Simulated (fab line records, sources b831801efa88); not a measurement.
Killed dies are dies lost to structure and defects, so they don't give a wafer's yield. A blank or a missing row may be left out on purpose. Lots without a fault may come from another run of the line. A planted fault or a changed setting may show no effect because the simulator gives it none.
fab line records | flow sfq_line
record lots=6 wafers=18 last_day=94
route steps=325 shown I3@137 M4@148 I4@163 JJ@178 M8@325
lots that met no fault: from a run of the same line without faults
start_h: hours from the record's first day to the start of the lot's first wafer shown | wait_h: hours since the lot's step before | " the same as in the row above | L1.1+2: a row that stands for several wafers | - no value, or no start given | * or withheld: withheld | < > ~ a bound
route shown NAME@n: a module of which the file shows steps, and the number in the route of the first | usual: mean/standard deviation of fault-free wafers | same: alike in all rows | chamber/n: place in a boat | sites: the reading at each site | _std_site: their standard deviation | _edge_site: outer sites' mean less inner sites' | radius_mm: how far each site lies from the wafer's centre | mask NAME#n: copy n | behind: the tool/chamber that last shaped the wafer | hold: why the lot was held/for how many hours/how that ended | device: the transistor (n, p or np) that didn't switch | end of line: the same wafers' tests at the end of the route | a step without rows: its recipe alone | killed: dies lost to structure and defects at the first sort, not the wafer's yield | map: a wafer's dies, x killed, . not, _ none there
set.NAME: the setting as run; set.NAME@STEP: as run at that earlier step | model.NAME: the simulator's own value behind a step, which no gauge read
lots at some steps of the route; a table a step, a row a wafer
services: from which hour (start_h, from the record's first day; less than 0 if before it) a tool's chamber was out of use, for how many hours, and why
## steps
# step SFQ_TRILAYER_I3_VIA_LITHO_COAT_090
# recipe resist=BARC spin_rpm=3000 resist_thk_nm=62
# step SFQ_TRILAYER_I3_VIA_LITHO_COAT_085
# recipe resist=KrF spin_rpm=3000 resist_thk_nm=650
# step SFQ_TRILAYER_I3_VIA_LITHO_SOFTBAKE_089
# recipe temp_c=withheld time_s=withheld resist=KrF
# step SFQ_TRILAYER_I3_VIA_LITHO_EXPOSE_086
# recipe mask_id=I3 na=0.6 source_shape=conventional sigma_outer=0.65 target_cd_nm=500 dose_mj=21.3
# step SFQ_TRILAYER_I3_VIA_LITHO_PEB_088
# recipe peb_temp_c=115 peb_time_s=60 resist=KrF
# step SFQ_TRILAYER_I3_VIA_LITHO_DEVELOP_087
# recipe time_s=60 resist=KrF
# step SFQ_I3_OVL_MEAS_923
# usual I3_OVL=-1/6
# columns lot.wafer tool chamber start_h wait_h I3_OVL[nm]
L981.2 overlay-02 - 1179.38 0.1 0
L981.5 " - " " -1
L981.6 " - " " -2
L986.1 overlay-01 - 1192.69 0.1 2
L986.2 " - " " -10
L986.6 " - " " -3
L990.3 overlay-01 - 1199.91 0.1 5
L990.4 " - " " -11
L990.5 " - " " 5
L993.1 overlay-02 - 1205.89 0.1 3
L993.5 " - " " -3
L993.6 " - " " -2
L995.3 overlay-02 - 1208.31 0.1 -1
L995.4 " - " " -7
L995.6 " - " " -3
L997.1 overlay-02 - 1228.82 0.1 3
L997.5 " - " " 7
L997.6 " - " " 1
# step SFQ_TRILAYER_I3_VIA_BARC_OPEN_VIA_ETCH_121
# recipe mask_material=PR chemistry=O2 target_depth_nm=125 target=BARC source_w=500 bias_w=80 pressure_mtorr=30 time_s=41.7
# usual drypump_motor_current_A=5.6/0.48 oes_product_au=0.684/0.0046
# columns lot.wafer tool chamber start_h wait_h drypump_motor_current_A oes_product_au rf_hours_counter_h
L981.2 rie_diel-02 2 1179.41 0.0 5.1 0.686 8
L981.5 " 0 " " 5.6 0.693 -
L981.6 " 3 " " 6.0 0.682 -
L986.1 rie_diel-04 3 1192.73 0.0 4.9 0.680 17
L986.2 " 2 " " 4.7 0.676 14
L986.6 " 2 " " 4.6 0.683 -
L990.3 rie_diel-02 1 1199.93 0.0 5.8 0.688 14
L990.4 " 0 " " 5.6 0.681 6
L990.5 " 2 " " 5.1 0.684 -
L993.1 rie_diel-02 3 1205.93 0.0 6.0 0.689 18
L993.5 " 2 " " 5.1 0.682 -
L993.6 " 3 " " 6.0 0.681 -
L995.3 rie_diel-04 2 1208.33 0.0 4.6 0.681 14
L995.4 " 3 " " 4.9 0.679 -
L995.6 " 0 " " 6.5 0.685 -
L997.1 rie_diel-04 3 1228.86 0.0 5.0 0.683 18
L997.5 " 0 " " 6.5 0.686 -
L997.6 " 3 " " 4.9 0.686 -
# step SFQ_TRILAYER_I3_VIA_ETCH_VIA_ETCH_088
# recipe target=SiO2 stop_on=Nb mask_material=PR taper_deg=20 chemistry=CHF3 target_depth_nm=260 source_w=500 bias_w=80 pressure_mtorr=30 time_s=withheld
# step SFQ_TRILAYER_I3_VIA_STRIP_STRIP_089
# recipe gas=O2 power_w=200 platen_temp_c=40 overash_fraction=0.65 chemistry=O2 pressure_mtorr=50
# step SFQ_TRILAYER_I3_VIA_STRIP_SOLV_CLEAN_090
# recipe chemistry=NMP temp_c=70 time_s=600
# step SFQ_TRILAYER_M4_DEP_PRE_CLEAN_092
# recipe gas=Ar time_s=22.5 bias_v=250
# step SFQ_TRILAYER_M4_DEP_SPUTTER_091
# recipe material=Nb base_pressure_pa=1.33e-06 chamber_pressure_pa=0.1333 substrate_temp_c=20 resputter_cathode_voltage_v=400 target_thk_nm=200 power_w=2000 time_s=133.3
# usual throttle_valve_pct=30.1/1.3
# columns lot.wafer tool chamber start_h wait_h throttle_valve_pct model.Nb_of_TRILAYER_M4_DEP_SPUTTER_091.thk_nm
L981.2 pvd_sputter-06 - 1180.37 0.0 26.9 197.6
L981.5 " - " " 30.1 197.6
L981.6 " - " " 29.2 195.7
L986.1 pvd_sputter-04 - 1193.69 0.0 31.4 201.8
L986.2 " - " " 31.6 203.3
L986.6 " - " " 30.6 202
L990.3 pvd_sputter-06 - 1200.89 0.0 27.1 200.9
L990.4 " - " " 31.0 351.2
L990.5 " - " " 29.1 349.3
L993.1 pvd_sputter-06 - 1206.89 0.0 29.5 197
L993.5 " - " " 29.9 348.9
L993.6 " - " " 30.8 349.7
L995.3 pvd_sputter-04 - 1209.30 0.0 31.1 205.2
L995.4 " - " " 30.9 203.2
L995.6 " - " " 31.5 206.3
L997.1 pvd_sputter-04 - 1229.81 0.0 31.4 203.1
L997.5 " - " " 31.5 204.4
L997.6 " - " " 30.9 202.4
# step SFQ_M4_RS_MEAS_924
# recipe thk_meas_gauge=four-point-probe reads=Nb_of_TRILAYER_M4_DEP_SPUTTER_091
# usual M4_NB_RS=0.888/0.011
# columns lot.wafer tool chamber start_h wait_h hold M4_NB_RS[ohm/sq]
L981.2 film_metro-02 - 1180.49 0.1 - 0.902
L981.5 " - " " - 0.901
L981.6 " - " " - 0.910
L986.1 film_metro-03 - 1193.78 0.0 - 0.881
L986.2 " - " " - 0.876
L986.6 " - " " - 0.881
L990.3 film_metro-02 - 1201.02 0.1 await_dispo/0.2h/release 0.886
L990.4 " - " " await_dispo/0.2h/release 0.505
L990.5 " - " " await_dispo/0.2h/release 0.507
L990.3 film_metro-02 - 1201.30 0.3 - 0.888
L990.4 " - " " - 0.504
L990.5 " - " " - 0.507
L993.1 film_metro-04 - 1206.98 0.0 await_dispo/0.2h/release 0.903
L993.5 " - " " await_dispo/0.2h/release 0.508
L993.6 " - " " await_dispo/0.2h/release 0.506
L993.1 film_metro-04 - 1207.26 0.3 - 0.902
L993.5 " - " " - 0.508
L993.6 " - " " - 0.508
L995.3 film_metro-04 - 1209.43 0.1 - 0.867
L995.4 " - " " - 0.876
L995.6 " - " " - 0.861
L997.1 film_metro-04 - 1229.90 0.0 - 0.877
L997.5 " - " " - 0.870
L997.6 " - " " - 0.879
# step SFQ_TRILAYER_M4_LITHO_COAT_093
# recipe resist=KrF spin_rpm=3000 resist_thk_nm=600
# step SFQ_TRILAYER_M4_LITHO_SOFTBAKE_097
# recipe temp_c=withheld time_s=withheld resist=KrF
# step SFQ_TRILAYER_M4_LITHO_EXPOSE_094
# recipe mask_id=M4 na=0.6 source_shape=conventional sigma_outer=0.65 target_cd_nm=500 dose_mj=14.4
# step SFQ_TRILAYER_M4_LITHO_PEB_096
# recipe peb_temp_c=115 peb_time_s=60 resist=KrF
# step SFQ_TRILAYER_M4_LITHO_DEVELOP_095
# recipe time_s=60 resist=KrF
# step SFQ_M4_OVL_MEAS_926
# usual M4_OVL=0/4.9
# columns lot.wafer tool chamber start_h wait_h M4_OVL[nm]
L981.2 overlay-01 - 1289.21 0.1 -9
L981.5 " - " " -4
L981.6 " - " " -11
L986.1 overlay-01 - 1306.00 0.1 -2
L986.2 " - " " 2
L986.6 " - " " 1
L990.3 overlay-01 - 1314.42 0.1 0
L990.4 " - " " -6
L990.5 " - " " -1
L993.1 overlay-01 - 1320.40 0.1 -3
L993.5 " - " " -2
L993.6 " - " " -8
L995.3 overlay-01 - 1325.22 0.1 2
L995.4 " - " " 6
L995.6 " - " " 5
L997.1 overlay-02 - 1346.80 0.1 -2
L997.5 " - " " -3
L997.6 " - " " -1
# step SFQ_TRILAYER_M4_BARC_OPEN_METAL_ETCH_123
# recipe mask_material=PR chemistry=O2 target_depth_nm=125 target=BARC icp_w=600 bias_w=80 pressure_mtorr=10 time_s=41.7
# usual drypump_motor_current_A=5.8/0.4 oes_product_au=0.684/0.0044
# columns lot.wafer tool chamber start_h wait_h drypump_motor_current_A oes_product_au rf_hours_counter_h
L981.2 rie_metal-04 0 1289.24 0.0 6.2 0.688 37
L981.5 " 1 " " 6.1 0.690 -
L981.6 " 0 " " 6.2 0.682 -
L986.1 rie_metal-03 0 1306.04 0.0 5.4 0.690 7
L986.2 " 0 " " 5.4 0.686 -
L986.6 " 0 " " 5.4 0.680 -
L990.3 rie_metal-04 1 1314.46 0.0 6.0 0.686 -
L990.4 " 0 " " 6.2 0.689 -
L990.5 " 1 " " 6.0 0.684 -
L993.1 rie_metal-02 0 1320.44 0.0 5.4 0.685 30
L993.5 " 1 " " 6.2 0.690 -
L993.6 " 0 " " 5.4 0.685 -
L995.3 rie_metal-02 0 1325.26 0.0 5.4 0.691 -
L995.4 " 1 " " 6.2 0.686 -
L995.6 " 1 " " 6.3 0.679 -
L997.1 rie_metal-04 0 1346.84 0.0 6.2 0.685 46
L997.5 " 0 " " 6.2 0.678 -
L997.6 " 1 " " 6.1 0.679 -
# step SFQ_TRILAYER_M4_ETCH_METAL_ETCH_096
# recipe target=Nb stop_on=SiO2 mask_material=PR chemistry=Cl2/Ar target_depth_nm=240 icp_w=600 bias_w=80 pressure_mtorr=10 time_s=120
# usual drypump_motor_current_A=5.8/0.41 oes_product_au=0.895/0.0083
# columns lot.wafer tool chamber start_h wait_h drypump_motor_current_A oes_product_au rf_hours_counter_h
L981.2 rie_metal-04 0 1289.30 0.0 6.2 0.887 37
L981.5 " 1 " " 6.1 0.879 -
L981.6 " 0 " " 6.2 0.875 -
L986.1 rie_metal-03 0 1306.16 0.1 5.4 0.902 7
L986.2 " 0 " " 5.4 0.907 -
L986.6 " 0 " " 5.4 0.898 -
L990.3 rie_metal-04 1 1314.54 0.1 6.1 0.896 -
L990.4 " 0 " " 6.2 1.003 -
L990.5 " 1 " " 6.1 1.011 -
L993.1 rie_metal-02 0 1320.50 0.0 5.4 0.879 30
L993.5 " 1 " " 6.2 1.005 -
L993.6 " 0 " " 5.4 1.004 -
L995.3 rie_metal-02 0 1325.34 0.1 5.4 0.907 -
L995.4 " 1 " " 6.2 0.910 -
L995.6 " 1 " " 6.2 0.913 -
L997.1 rie_metal-04 0 1346.90 0.0 6.2 0.895 46
L997.5 " 0 " " 6.2 0.904 -
L997.6 " 1 " " 6.1 0.905 -
# step SFQ_TRILAYER_M4_STRIP_STRIP_097
# recipe gas=O2 power_w=200 platen_temp_c=40 overash_fraction=0.65 chemistry=O2 pressure_mtorr=50
# step SFQ_TRILAYER_M4_STRIP_SOLV_CLEAN_098
# recipe chemistry=NMP temp_c=70 time_s=600
# step SFQ_TRILAYER_I4_DEP_PECVD_099
# recipe material=SiO2 temp_c=150 time_s=111.11 pressure_torr=2.4 rf_w=183.3 precursor=SiH4/N2O target_thk_nm=500
# usual heater_power_w=78/12 throttle_valve_pct=25.2/0.86
# columns lot.wafer tool chamber start_h wait_h heater_power_w since_wet_clean_h throttle_valve_pct
L981.2 pecvd-04 0 1290.20 0.0 85 1082 25.5
L981.5 " 1 " " 77 - 24.7
L981.6 " 0 " " 86 - 25.4
L986.1 pecvd-01 2 1307.80 0.0 80 730 25.2
L986.2 " 1 " " 75 730 23.7
L986.6 " 2 " " 83 - 25.2
L990.3 pecvd-02 2 1315.40 0.0 99 1477 25.2
L990.4 " 1 " " 74 - 25.6
L990.5 " 2 " " 100 - 25.2
L993.1 pecvd-04 2 1321.42 0.0 65 1113 25.3
L993.5 " 1 " " 93 - 25.1
L993.6 " 2 " " 66 - 25.3
L995.3 pecvd-04 2 1326.22 0.0 64 1118 25.3
L995.4 " 1 " " 94 - 24.9
L995.6 " 2 " " 68 - 25.2
L997.1 pecvd-02 1 1347.80 0.0 80 17 23.6
L997.5 " 0 " " 50 - 23.3
L997.6 " 2 " " 102 - 23.3
# step SFQ_TRILAYER_I4_CMP_CMP_100
# recipe material=SiO2 down_force_psi=3 platen_rpm=60 pad_velocity_m_s=0.94248
# step SFQ_I4_BOW_MEAS_927
# recipe mode=bow
# usual I4_BOW=4/10
# columns lot.wafer tool chamber start_h wait_h I4_BOW[um]
L981.2 film_metro-03 - 1318.17 1.5 6
L981.5 " - " " 22
L981.6 " - " " 17
L986.1 film_metro-04 - 1330.15 1.5 19
L986.2 " - " " -5
L986.6 " - " " 10
L990.3 film_metro-03 - 1338.26 1.0 5
L990.4 " - " " 9
L990.5 " - " " -12
L993.1 film_metro-03 - 1344.22 2.5 2
L993.5 " - " " -10
L993.6 " - " " -5
L995.3 film_metro-01 - 1347.26 2.0 -1
L995.4 " - " " 12
L995.6 " - " " 18
L997.1 film_metro-04 - 1357.15 1.0 2
L997.5 " - " " 10
L997.6 " - " " 5
# step SFQ_TRILAYER_I4_METRO_MEASURE_101
# usual thk_nm=200.2/1.2
# columns lot.wafer tool chamber start_h wait_h thk_nm
L981.2 film_metro-03 - 1318.47 0.3 201.5
L981.5 " - " " 202.3
L981.6 " - " " 201.6
L986.1 film_metro-04 - 1330.27 0.1 200.3
L986.2 " - " " 199.4
L986.6 " - " " 200.9
L990.3 film_metro-03 - 1338.74 0.5 199.4
L990.4 " - " " 201.5
L990.5 " - " " 201.7
L993.1 film_metro-03 - 1344.34 0.1 197.7
L993.5 " - " " 196.4
L993.6 " - " " 199.0
L995.3 film_metro-01 - 1347.74 0.5 198.8
L995.4 " - " " 199.9
L995.6 " - " " 200.2
L997.1 film_metro-04 - 1357.27 0.1 201.2
L997.5 " - " " 199.8
L997.6 " - " " 201.3
# step SFQ_TRILAYER_I4_VIA_LITHO_COAT_108
# recipe resist=BARC spin_rpm=3000 resist_thk_nm=62
# step SFQ_TRILAYER_I4_VIA_LITHO_COAT_103
# recipe resist=KrF spin_rpm=3000 resist_thk_nm=650
# step SFQ_TRILAYER_I4_VIA_LITHO_SOFTBAKE_107
# recipe temp_c=withheld time_s=withheld resist=KrF
# step SFQ_TRILAYER_I4_VIA_LITHO_EXPOSE_104
# recipe mask_id=I4 na=0.6 source_shape=conventional sigma_outer=0.65 target_cd_nm=700 dose_mj=21.3
# step SFQ_TRILAYER_I4_VIA_LITHO_PEB_106
# recipe peb_temp_c=115 peb_time_s=60 resist=KrF
# step SFQ_TRILAYER_I4_VIA_LITHO_DEVELOP_105
# recipe time_s=60 resist=KrF
# step SFQ_I4_OVL_MEAS_928
# usual I4_OVL=0/5.5
# columns lot.wafer tool chamber start_h wait_h I4_OVL[nm]
L981.2 overlay-02 - 1323.86 0.1 -2
L981.5 " - " " 7
L981.6 " - " " 3
L986.1 overlay-01 - 1341.63 0.1 -10
L986.2 " - " " -5
L986.6 " - " " 1
L990.3 overlay-01 - 1348.85 0.1 1
L990.4 " - " " 6
L990.5 " - " " -5
L993.1 overlay-01 - 1353.63 0.1 11
L993.5 " - " " 6
L993.6 " - " " 3
L995.3 overlay-01 - 1480.52 0.1 -2
L995.4 " - " " 5
L995.6 " - " " -3
L997.1 overlay-01 - 1500.91 0.1 2
L997.5 " - " " 4
L997.6 " - " " 1
# step SFQ_TRILAYER_I4_VIA_BARC_OPEN_VIA_ETCH_146
# recipe mask_material=PR chemistry=O2 target_depth_nm=125 target=BARC source_w=500 bias_w=80 pressure_mtorr=30 time_s=41.7
# step SFQ_TRILAYER_I4_VIA_ETCH_VIA_ETCH_106
# recipe target=SiO2 stop_on=Nb mask_material=PR taper_deg=20 chemistry=CHF3 target_depth_nm=260 source_w=500 bias_w=80 pressure_mtorr=30 time_s=withheld
# usual drypump_motor_current_A=5.64/0.27 oes_product_au=0.854/0.0051
# columns lot.wafer tool chamber start_h wait_h drypump_motor_current_A oes_product_au
L981.2 rie_diel-01 1 1323.93 0.0 5.26 0.856
L981.5 " 3 " " 5.66 0.858
L981.6 " 2 " " 6.00 0.858
L986.1 rie_diel-01 1 1341.71 0.0 5.28 0.866
L986.2 " 2 " " 6.07 0.852
L986.6 " 2 " " 6.06 0.849
L990.3 rie_diel-01 0 1348.91 0.0 5.38 0.850
L990.4 " 2 " " 6.07 0.854
L990.5 " 0 " " 5.37 0.849
L993.1 rie_diel-03 1 1353.73 0.0 5.73 0.850
L993.5 " 2 " " 5.53 0.842
L993.6 " 1 " " 5.73 0.845
L995.3 rie_diel-01 2 1480.58 0.0 6.05 0.857
L995.4 " 0 " " 5.38 0.850
L995.6 " 1 " " 5.31 0.855
L997.1 rie_diel-02 1 1500.98 0.0 5.90 0.858
L997.5 " 0 " " 5.64 0.854
L997.6 " 1 " " 5.87 0.853
# step SFQ_TRILAYER_I4_VIA_STRIP_STRIP_107
# recipe gas=O2 power_w=200 platen_temp_c=40 overash_fraction=0.65 chemistry=O2 pressure_mtorr=50
# step SFQ_TRILAYER_I4_VIA_STRIP_SOLV_CLEAN_108
# recipe chemistry=NMP temp_c=70 time_s=600
# step SFQ_TRILAYER_JJ_TRILAYER_DEP_PRE_CLEAN_113
# recipe gas=Ar time_s=22.5 bias_v=250
# step SFQ_M8_BOW_MEAS_951
# recipe mode=bow
# usual M8_BOW=8/12
# columns lot.wafer tool chamber start_h wait_h M8_BOW[um] model.etest.m4.comb_log10_ohm model.etest.m4.ohm_sq
L981.2 film_metro-01 - 2090.06 0.0 21 12 0.9014
L981.5 " - " " 38 12 0.9015
L981.6 " - " " 32 12 0.9104
L986.1 film_metro-01 - 2122.22 0.0 17 12 0.8826
L986.2 " - " " -7 12 0.8762
L986.6 " - " " 9 12 0.8818
L990.3 film_metro-03 - 2135.20 0.0 14 12 0.8869
L990.4 " - " " 17 0 0.5072
L990.5 " - " " -4 0 0.51
L993.1 film_metro-04 - 2218.99 0.0 13 12 0.9043
L993.5 " - " " 0 0 0.5105
L993.6 " - " " 7 0 0.5095
L995.3 film_metro-01 - 2235.06 0.0 9 12 0.8683
L995.4 " - " " 23 12 0.877
L995.6 " - " " 29 12 0.8634
L997.1 film_metro-03 - 2267.83 0.0 14 12 0.8774
L997.5 " - " " 23 12 0.8718
L997.6 " - " " 16 12 0.8804
## services
# columns tool chamber start_h hours kind
rie_diel-04 - 1156.97 0.2 repair
film_metro-03 - 1157.34 1.0 pm
rie_diel-01 1 1158.89 1.9 repair
rie_diel-02 1 1165.34 8.6 repair
film_metro-03 - 1170.20 0.6 pm
pecvd-04 0 1173.13 5.1 repair
pecvd-04 - 1175.75 2.0 repair
pecvd-04 0 1186.23 5.7 repair
rie_diel-01 1 1195.16 2.7 repair
rie_diel-04 1 1196.85 12.1 repair
film_metro-03 - 1236.54 0.7 pm
rie_diel-01 2 1237.65 2.9 repair
rie_diel-04 1 1250.25 20.1 repair
rie_metal-04 - 1261.02 1.1 repair
pecvd-04 - 1273.83 0.2 repair
pvd_sputter-06 - 1274.81 4.0 repair
rie_diel-01 3 1278.26 6.6 repair
rie_diel-01 3 1334.08 4.4 repair
rie_metal-02 - 1337.81 0.5 repair
rie_metal-04 - 1357.07 0.4 repair
rie_diel-02 - 1358.51 14.6 pm
rie_diel-01 2 1410.13 3.8 repair
rie_diel-01 1 1453.42 14.1 repair
rie_diel-01 1 1493.42 12.5 repair
## key
first_sign step=SFQ_M4_RS_MEAS_924 reading=visit direction=added
effect step=SFQ_M4_RS_MEAS_924 reading=M4_NB_RS direction=down sigmas=35 usual=0.888 struck=0.507
effect step=SFQ_TRILAYER_M4_ETCH_METAL_ETCH_096 reading=oes_product_au direction=up sigmas=13 usual=0.895 struck=1.006
model_effect step=SFQ_TRILAYER_M4_DEP_SPUTTER_091 value=Nb_of_TRILAYER_M4_DEP_SPUTTER_091.thk_nm without=198.9 struck=349.8
model_effect step=SFQ_M8_BOW_MEAS_951 value=etest.m4.comb_log10_ohm without=12 struck=0
met_at SFQ_TRILAYER_M4_DEP_SPUTTER_091
struck_wafers L990.4,L990.5,L993.5,L993.6
onset_between 1180.37 1200.89
fault kind=process_parameter_drift tool=pvd_sputter-06 chamber=- onset_h=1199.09 steps=SFQ_TRILAYER_M4_DEP_SPUTTER_091 channel=target_thk_nm offset=150.91 shape=step end_h=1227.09 scope=struck_wafers_only acts_in=these_recipes_only stated=200
